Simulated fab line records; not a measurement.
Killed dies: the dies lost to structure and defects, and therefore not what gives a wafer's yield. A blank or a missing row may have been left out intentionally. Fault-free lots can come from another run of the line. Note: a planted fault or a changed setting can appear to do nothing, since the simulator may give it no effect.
A struck lot beside a sound one + flow sky130 + 42 out of 708 route steps
Sound: the wafers L729.1, L729.2, L729.5. The struck wafers were L747.2, L747.3, L747.5. At the end, the cause is stated.
For every step that has rows: the tool of each side, followed by ch and its chambers, followed by its first start. Under that, the readings that differ: sound wafers + struck wafers + difference of the means + sigmas: that difference in standard deviations of wafers without a fault.
alike: readings whose means differ by less than 2 such deviations, and words and numbers that are the same on both sides. not compared: withheld readings, readings that some wafer has no value for, bounds like >300 that may hide the same value, and numbers for which the record gives no deviation and whose values overlap.
A row with sigmas, a row that says differs or no value, or rows on one side alone: a step with any of these is where the two part. Numbers that have no deviation but don't overlap get no sigmas and don't part them. A reading that every wafer of one side lacks parts them only if that side has two wafers or more.

SKY_SD_P_OVL_MEAS_08:
  sound: overlay-01 at day 26 12:03; struck: overlay-02 at day 32 08:17
  alike: SD_P_OVL
following that, these wafers have no rows for 1 step: SKY_SD_P_IMPLANT_09.
SKY_SD_P_STRIP_10: strips in O2/N2.
  sound on plasma_asher-02 ch 0,1, day 26 12:14; struck on plasma_asher-02 ch 0,1, day 32 08:28
  alike: chamber_pressure_mTorr, drypump_motor_current_A, n2_flow_sccm, oes_product_au, strip_time_to_endpoint_s
  not compared: rf_hours_counter_h
SKY_SD_P_TW_MEAS_11:
  sound: film_metro-04 at day 26 12:20; struck: film_metro-04 at day 32 08:34
  alike: SD_P_TW
then, 8 steps without rows for these wafers: SKY_RES_XHIGH_DEHYDRATE_00 (time 60 s); SKY_RES_XHIGH_HMDS_01 (prime time 60 s); SKY_RES_XHIGH_COAT_02 (resist thk 1140 nm); SKY_RES_XHIGH_SOFTBAKE_03 (time 60 s); SKY_RES_XHIGH_EXPOSE_04 (exposes mask URPM, target cd 1270 nm); SKY_RES_XHIGH_PEB_05; SKY_RES_XHIGH_DEVELOP_06 (develop time 60 s); SKY_RES_XHIGH_IMPLANT_07.
SKY_RES_XHIGH_STRIP_08: strips in O2/N2.
  sound on plasma_asher-03 ch 0,1, day 27 17:08; struck on plasma_asher-03 ch 0, day 33 11:26
  alike: chamber_pressure_mTorr, drypump_motor_current_A, n2_flow_sccm, oes_product_au, strip_time_to_endpoint_s
  not compared: rf_hours_counter_h
SKY_RES_XHIGH_TW_MEAS_09:
  sound: film_metro-04 at day 27 17:14; struck: film_metro-04 at day 33 11:32
| reading      | sound          | struck         | difference | sigmas |
|--------------|----------------|----------------|------------|--------|
| RES_XHIGH_TW | 1638 1641 1650 | 1606 1622 1619 | -27        | -2     |
then, 7 steps without rows for these wafers: SKY_SD_N_DEHYDRATE_00 (time 60 s); SKY_SD_N_HMDS_01 (prime time 60 s); SKY_SD_N_COAT_02 (resist thk 1140 nm); SKY_SD_N_SOFTBAKE_03 (time 60 s); SKY_SD_N_EXPOSE_04 (exposes mask NSDM, target cd 380 nm); SKY_SD_N_PEB_05; SKY_SD_N_DEVELOP_06 (develop time 60 s).
SKY_SD_N_CD_MEAS_07 targets a cd of 380 nm.
  sound: cd_sem-01 at day 28 21:24; struck: cd_sem-02 at day 34 13:34
  alike: cd_nm
SKY_SD_N_OVL_MEAS_08:
  sound: overlay-02 at day 28 21:31; struck: overlay-01 at day 34 13:40
  alike: SD_N_OVL
then, 2 steps without rows for these wafers: SKY_SD_N_IMPLANT_09; SKY_SD_N_IMPLANT_10.
SKY_SD_N_STRIP_11: strips in O2/N2.
  sound on plasma_asher-02 ch 0,1, day 28 21:52; struck on plasma_asher-02 ch 0,1, day 34 14:00
  alike: chamber_pressure_mTorr, drypump_motor_current_A, n2_flow_sccm, oes_product_au, strip_time_to_endpoint_s
  not compared: rf_hours_counter_h
SKY_SD_N_TW_MEAS_12:
  sound: film_metro-04 at day 28 21:58; struck: film_metro-03 at day 34 14:07
  alike: SD_N_TW
then, 1 step without rows for these wafers: SKY_SD_N_CLEAN_13 (cleans in SC1/SC2, time 150 s).
SKY_SD_N_RTA_14: time 2 s.
  sound on rtp_anneal-01 ch 0, day 28 22:04; struck on rtp_anneal-01 ch 0, day 34 14:13
  alike: anneal_temp_c_max, lamp_power_pct, ramp_up_c_per_s, wafer_temp_C_max
SKY_SD_N_RS_MEAS_16: measures by four-point-probe.
  sound: film_metro-02 at day 28 22:14; struck: film_metro-03 at day 34 14:24
  alike: SD_N_RS
SKY_SD_N_RS_MEAS_17: measures by four-point-probe.
  sound: film_metro-02 at day 28 22:22; struck: film_metro-03 at day 34 14:31
  alike: SD_P_RS
SKY_SD_N_RS_MEAS_18: measures by four-point-probe.
  sound: film_metro-02 at day 28 22:29; struck: film_metro-03 at day 34 14:38
  alike: RES_XHIGH_RS
then, 2 steps without rows for these wafers: SKY_SALICIDE_CLEAN_00 (cleans in HF-last, time 30 s); SKY_LI_CONTACT_HDPCVD_00 (deposits PSG, target thk 930 nm, time 159.1 s).
SKY_LI_CONTACT_THK_MEAS_01:
  sound: film_metro-04 at day 28 22:43; struck: film_metro-02 at day 34 14:52
  alike: LI_CONTACT_HDPCVD_THK
SKY_LI_CONTACT_CMP_02: polishes PSG.
  sound on cmp-01 ch 0,3, day 28 22:47; struck on cmp-02 ch 0,2,3, day 34 15:07
  alike: motor_current_A, time_to_endpoint_s
SKY_LI_CONTACT_BOW_MEAS_03:
  sound: film_metro-02 at day 28 23:05; struck: film_metro-02 at day 34 15:26
  alike: LI_CONTACT_BOW
then, 4 steps without rows for these wafers: SKY_LI_CONTACT_DEHYDRATE_04 (time 60 s); SKY_LI_CONTACT_HMDS_05 (prime time 60 s); SKY_LI_CONTACT_COAT_06 (resist thk 60 nm); SKY_LI_CONTACT_COAT_07 (resist thk 450 nm).
-- the record jumps here: 16 days lie between the struck wafers' starts before and after (it left off in module LI_CONTACT and takes up again in module PAD_OPEN, whose first step shown is number 708 of the route) --
SKY_PAD_OPEN_PROBE_99:
  the record has rows for the struck wafers here (prober-02, day 50 11:20) and none for the sound ones

WHERE THEY PART
First at SKY_RES_XHIGH_TW_MEAS_09; last, within this record, at SKY_PAD_OPEN_PROBE_99.

WHY: what the simulator had put in
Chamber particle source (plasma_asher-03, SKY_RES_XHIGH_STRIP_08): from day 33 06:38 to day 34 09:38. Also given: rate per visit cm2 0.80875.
